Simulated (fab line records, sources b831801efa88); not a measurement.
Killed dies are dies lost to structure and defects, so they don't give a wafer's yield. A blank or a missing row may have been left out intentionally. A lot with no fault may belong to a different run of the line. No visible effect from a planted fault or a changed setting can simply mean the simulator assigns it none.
Chamber matching :: flow sfq-line :: cmp-01 running SFQ_TRILAYER_I0_CMP_CMP_028: 4 sister chambers
The step polishes SiO2. 8 wafers are shown with their chamber, then 8 later ones without.

== WAFERS, EACH WITH ITS CHAMBER ==
wafer: L699.6
chamber: 0
motor-current-A (A): 10.5
time-to-endpoint-s (s): 211

wafer: L700.1
chamber: 0
motor-current-A (A): 10.6
time-to-endpoint-s (s): 210

wafer: L700.4
chamber: 1
motor-current-A (A): 12.8
time-to-endpoint-s (s): 216

wafer: L700.5
chamber: 3
motor-current-A (A): 11.3
time-to-endpoint-s (s): 185

wafer: L702.2
chamber: 1
motor-current-A (A): 11.9
time-to-endpoint-s (s): 214

wafer: L702.3
chamber: 3
motor-current-A (A): 11.2
time-to-endpoint-s (s): 200

wafer: L702.4
chamber: 2
motor-current-A (A): 10.6
time-to-endpoint-s (s): 208

wafer: L711.4
chamber: 2
motor-current-A (A): 10.5
time-to-endpoint-s (s): 214

== WAFERS WITHOUT THEIR CHAMBER ==
wafer: L711.1
motor-current-A (A): 10.4
time-to-endpoint-s (s): 209

wafer: L711.3
motor-current-A (A): 12.9
time-to-endpoint-s (s): 220

wafer: L712.1
motor-current-A (A): 11.1
time-to-endpoint-s (s): 202

wafer: L712.2
motor-current-A (A): 11.1
time-to-endpoint-s (s): 213

wafer: L712.4
motor-current-A (A): 10.4
time-to-endpoint-s (s): 213

wafer: L714.1
motor-current-A (A): 11.1
time-to-endpoint-s (s): 211

wafer: L714.3
motor-current-A (A): 10.9
time-to-endpoint-s (s): 215

wafer: L714.4
motor-current-A (A): 11.2
time-to-endpoint-s (s): 222

== WHICH CHAMBER EACH ONE RAN IN ==
wafer: L711.1
from the rows above: can't be placed: 0 or 2
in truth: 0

wafer: L711.3
from the rows above: 1
in truth: 1

wafer: L712.1
from the rows above: can't be placed: 3 or 0 or 2
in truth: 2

wafer: L712.2
from the rows above: can't be placed: 2 or 0 or 3
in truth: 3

wafer: L712.4
from the rows above: can't be placed: 2 or 0
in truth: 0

wafer: L714.1
from the rows above: can't be placed: 2 or 0 or 3
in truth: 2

wafer: L714.3
from the rows above: can't be placed: 2 or 0
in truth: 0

wafer: L714.4
from the rows above: can't be placed: 2 or 0 or 1
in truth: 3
1 of 8 placed correctly. Cannot be placed on the basis of these rows: 7; the candidates contain the true chamber in 6. Placed wrongly: 0.
How it was worked out, from the rows above alone: a wafer's distance from a chamber is the root of the sum, over the readings, of the square of ((its reading less the chamber's mean) divided by the reading's scatter). If the next closest chamber is less than 2 further off than the closest, the wafer can't be placed; otherwise it belongs to the closest. For every chamber, the mean is computed from those of its wafers that are shown. The scatter: the root of (the sum of the squares of (reading less its chamber's mean) over the shown wafers, divided by (wafers less chambers)).
